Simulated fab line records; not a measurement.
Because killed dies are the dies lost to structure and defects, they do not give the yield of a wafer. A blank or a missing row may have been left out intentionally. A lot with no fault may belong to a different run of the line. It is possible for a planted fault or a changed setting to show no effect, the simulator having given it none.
Tool commonality check ; flow gf180mcu ; Sampled: 12 lots, 36 wafers

## REASON FOR OPENING
GF_MVPSD_TW_MEAS_11, reading MVPSD_TW: flagged on 2 of 12 lots. No-fault wafers: 552, standard deviation 6.
Rule: a lot is flagged in two cases, either no wafer of it has a number, or all its wafers with numbers fall more than 4 standard deviations from that mean. The rest of the lots are taken to be sound.

lot;measured;on;MVPSD_TW, wafer by wafer;flag
L923;day 5 00:12;film-metro-02;550 549 555;
L924;day 5 06:52;film-metro-04;561 559 562;
L925;day 5 13:12;film-metro-04;561 561 561;
L926;day 5 18:13;film-metro-01;551 552 550;
L929;day 6 12:51;film-metro-02;545 546 541;
L933;day 7 14:30;film-metro-01;553 550 555;
L934;day 7 18:56;film-metro-01;550 552 551;
L938;day 8 19:40;film-metro-04;1617 1608 1634;FLAGGED
L939;day 9 00:58;film-metro-02;1578 1588 1580;FLAGGED
L944;day 10 04:19;film-metro-01;552 551 553;
L945;day 10 09:44;film-metro-01;553 553 550;
L946;day 10 20:14;film-metro-01;551 550 554;
Flagged lots average 1601: +1049 relative to the usual, that is +99 or more standard deviations.

## TOOL THAT RAN EACH LOT
The record holds 1 process step before the reading, out of a route of 602 steps. Each cell gives the tool, then ch followed by the chambers the sampled wafers passed through, then the start.
lot;flag;GF_MVSD_COAT_02
L923;;litho-track-03 ch 0, day 4 02:39
L924;;litho-track-04 ch 0, day 4 08:39
L925;;litho-track-03 ch 0, day 4 14:24
L926;;litho-track-03 ch 0, day 4 19:42
L929;;litho-track-04 ch 0, day 5 13:19
L933;;litho-track-03 ch 0, day 6 14:06
L934;;litho-track-02 ch 0, day 6 18:23
L938;FLAGGED;litho-track-02, day 7 18:44
L939;FLAGGED;litho-track-04, day 7 23:24
L944;;litho-track-02 ch 0, day 9 01:55
L945;;litho-track-03 ch 0, day 9 07:07
L946;;litho-track-02 ch 0, day 9 16:26
These steps, and what they do:
- GF_MVSD_COAT_02: resist thk 3000 nm.
- GF_MVPSD_TW_MEAS_11

## FLAGGED AGAINST TOTAL, ONE TOOL AT A TIME (gauges that did the reading follow at the end)
step;tool;lots run;flagged;share of the flagged lots;sound lots run after its first flagged lot
GF_MVSD_COAT_02;litho-track-02;4;1;some;2 (L944,L946)
GF_MVSD_COAT_02;litho-track-03;5;0;none;-
GF_MVSD_COAT_02;litho-track-04;3;1;some;0
GF_MVPSD_TW_MEAS_11;film-metro-01;6;0;none;-
GF_MVPSD_TW_MEAS_11;film-metro-02;3;1;some;0
GF_MVPSD_TW_MEAS_11;film-metro-04;3;1;some;0

## WHAT THE TABLE ALLOWS
No row of the table ran every flagged lot.

## WHAT THE SIMULATOR PUT IN
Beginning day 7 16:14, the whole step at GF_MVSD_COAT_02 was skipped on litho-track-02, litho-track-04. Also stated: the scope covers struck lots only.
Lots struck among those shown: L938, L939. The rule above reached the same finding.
